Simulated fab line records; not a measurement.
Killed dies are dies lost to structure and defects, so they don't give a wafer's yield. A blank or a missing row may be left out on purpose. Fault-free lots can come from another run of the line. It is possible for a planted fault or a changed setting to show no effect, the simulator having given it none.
Comparing a struck lot with a sound one / flow sfq_line / 14 steps out of a route of 325
Sound: these wafers, L587.4, L587.5, L587.6. The struck wafers were L577.1, L577.2, L577.6. At the end, the cause is stated.
Order at every step that has rows: each side's tool, ch and its chambers, its first start. Under that, the readings that differ: sound wafers / struck wafers / difference of the means / sigmas: that difference in standard deviations of wafers without a fault.
alike: a reading whose means differ by less than 2 such deviations, as well as words and numbers matching on both sides. not compared: withheld readings; readings where some wafer has no value; bounds like >300 that might hide an equal value; numbers whose values overlap and for which the record gives no deviation.
The two part at a step that has a row with sigmas, a row that says differs or no value, or rows on one side only. When numbers do not overlap yet have no deviation, they are printed without sigmas and do not part them. A reading missing from all wafers of one side parts the sides only when that side holds two or more wafers.

SFQ_TRILAYER_A5B_CMP_CMP_130: polishes, stops on Nb, target thk 340.7 nm.
  sound on cmp-01 ch 0,3, day 67 16:51; struck on cmp-02 ch 0,2, day 62 03:12
  alike: motor_current_A, slurry_filter_dp_kPa
SFQ_TRILAYER_A5B_METRO_MEASURE_131:
  sound on film_metro-01 at day 67 19:57; struck on film_metro-01 at day 62 06:12
reading=thk_nm (nm); sound=340 343 339; struck=327 331 326; difference=-13; sigmas=-2
SFQ_TRILAYER_R5_DEP_SPUTTER_132: material Ti, target thk 5 nm, time 5 s.
  sound on pvd_sputter-05 at day 67 20:33; struck on pvd_sputter-05 at day 62 07:24
  alike: base_pressure_pa, throttle_valve_pct
SFQ_TRILAYER_R5_DEP_SPUTTER_133: material MoNx, target thk 40 nm, time 66.7 s.
  sound on pvd_sputter-05 at day 67 20:34; struck on pvd_sputter-05 at day 62 07:25
  alike: base_pressure_pa, throttle_valve_pct
SFQ_TRILAYER_R5_DEP_SPUTTER_134: material Ti, target thk 5 nm, time 5 s.
  sound on pvd_sputter-05 at day 67 20:37; struck on pvd_sputter-05 at day 62 07:28
  alike: base_pressure_pa, throttle_valve_pct
SFQ_R5_RS_MEAS_933: measurement is done with a four-point probe.
  sound on film_metro-02 at day 67 20:42; struck on film_metro-02 at day 62 07:29
  alike: R5_MONX_RS
SFQ_R5_THK_MEAS_934: measures by xrf.
  sound on film_metro-02 at day 67 20:47; struck on film_metro-02 at day 62 07:37
  alike: R5_MONX_THK
then, 5 steps without rows for these wafers: SFQ_TRILAYER_R5_LITHO_COAT_141 (resist thk 62 nm); SFQ_TRILAYER_R5_LITHO_COAT_136 (resist thk 600 nm); SFQ_TRILAYER_R5_LITHO_SOFTBAKE_140; SFQ_TRILAYER_R5_LITHO_EXPOSE_137 (exposes mask R5, target cd 500 nm); SFQ_TRILAYER_R5_LITHO_PEB_139 (peb time 60 s).
-- the record jumps here: 5 days lie between the struck wafers' starts before and after --
SFQ_TRILAYER_R5_LITHO_DEVELOP_138: time 60 s.
  sound on litho_track-01 ch 0, day 71 20:53; struck on litho_track-01, day 66 23:17
  no value came back on the struck wafers for chill_plate_temp_C (C), exhaust_pa (Pa), resist_line_temp_C (C); on the sound wafers chill_plate_temp_C (C) reads 22.81 22.81 22.79
reading=model.KrF_of_TRILAYER_R5_LITHO_COAT_136.thk_nm (nm); sound=575.3 574.2 575.1; struck=599.5 599.7 597.9; difference=+24.2; sigmas=
SFQ_R5_OVL_MEAS_935:
  sound on overlay-02 at day 71 20:58; struck on overlay-02 at day 66 23:26
reading=R5_OVL (nm); sound=-6 1 -5; struck=- - -; difference=no value on the struck wafers; sigmas=

## WHERE THEY PART
First at SFQ_TRILAYER_A5B_METRO_MEASURE_131; last, within this record, at SFQ_R5_OVL_MEAS_935.

WHY: what had been put in by the simulator
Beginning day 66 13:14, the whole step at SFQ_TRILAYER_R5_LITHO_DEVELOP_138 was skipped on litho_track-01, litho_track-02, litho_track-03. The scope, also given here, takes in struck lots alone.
